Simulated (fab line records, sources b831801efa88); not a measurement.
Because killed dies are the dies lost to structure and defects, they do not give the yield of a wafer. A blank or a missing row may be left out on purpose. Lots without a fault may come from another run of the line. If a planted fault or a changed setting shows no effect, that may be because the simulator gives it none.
A single fault, viewed from 2 desks | flow sky130 | numbers are kept per desk, each desk with only its own; the story behind them comes last

## DESK OF THE TOOL OWNER: litho_track-02
The tool's own readings at SKY_SONOS_TUNNEL_DEVELOP_06 (develop time 60 s): means of the sampled wafers that have a number, for each lot that ran on this tool. A lot is out of limits, marked OUT, if its mean lies more than 4 standard deviations from the usual mean; the brackets give that distance.
Columns: A = developer_temp_C at SKY_SONOS_TUNNEL_DEVELOP_06, usual 22.97 C
lot  | first seen here | A
L894 | day 12 01:21    | 23.00
L897 | day 13 07:13    | 23.02
L898 | day 13 18:19    | 22.92
L900 | day 14 06:36    | 22.98
L903 | day 15 08:40    | 23.01
L905 | day 16 00:18    | 23.00
This desk's verdict: no lot among the 6 shows anything out of limits.

## AT THE METROLOGY DESK
Means of the sampled wafers that have a number, per lot and without regard to the tool the lot ran on: this is what the gauges read. A lot is out of limits, marked OUT, if its mean lies more than 4 standard deviations from the usual mean; the brackets give that distance.
Columns: A = VT_ADJUST_LVTN_01_OVL at SKY_VT_ADJUST_LVTN_OVL_MEAS_18, usual 0.9 nm; B = VT_ADJUST_NCORE_TW at SKY_VT_ADJUST_NCORE_TW_MEAS_11, usual 218.9; C = cd_nm at SKY_SONOS_TUNNEL_CD_MEAS_07, usual 410.0 nm
lot  | first seen here | A    | B     | C
L891 | day 7 17:20     | -1.0 | 215.6 | 411.1
L894 | day 8 07:42     | 3.6  | 218.0 | 411.5
L895 | day 8 17:21     | 1.0  | 221.4 | 414.1
L896 | day 9 02:31     | 0.6  | 215.5 | 411.9
L897 | day 9 09:20     | 0.3  | 220.9 | 407.2
L898 | day 9 19:04     | 1.1  | 221.0 | 411.4
L899 | day 10 00:08    | 0.1  | 220.7 | 409.2
L900 | day 10 06:44    | 1.8  | 218.6 | 407.5
L902 | day 10 21:35    | -0.2 | 219.0 | 407.4
L903 | day 11 04:56    | -1.8 | 214.9 | 406.1
L905 | day 11 18:20    | 0.9  | 220.5 | 403.6
L910 | day 13 07:11    | 0.9  | 220.5 | 407.2
L912 | day 13 19:44    | 1.5  | 220.1 | 407.5
This desk's verdict: no lot among the 13 shows anything out of limits.

## ALL TOGETHER
Nothing out of limits was seen by the tool owner's desk.
At the metrology desk, nothing out of limits was observed.

## WHAT THE SIMULATOR HAD INSERTED
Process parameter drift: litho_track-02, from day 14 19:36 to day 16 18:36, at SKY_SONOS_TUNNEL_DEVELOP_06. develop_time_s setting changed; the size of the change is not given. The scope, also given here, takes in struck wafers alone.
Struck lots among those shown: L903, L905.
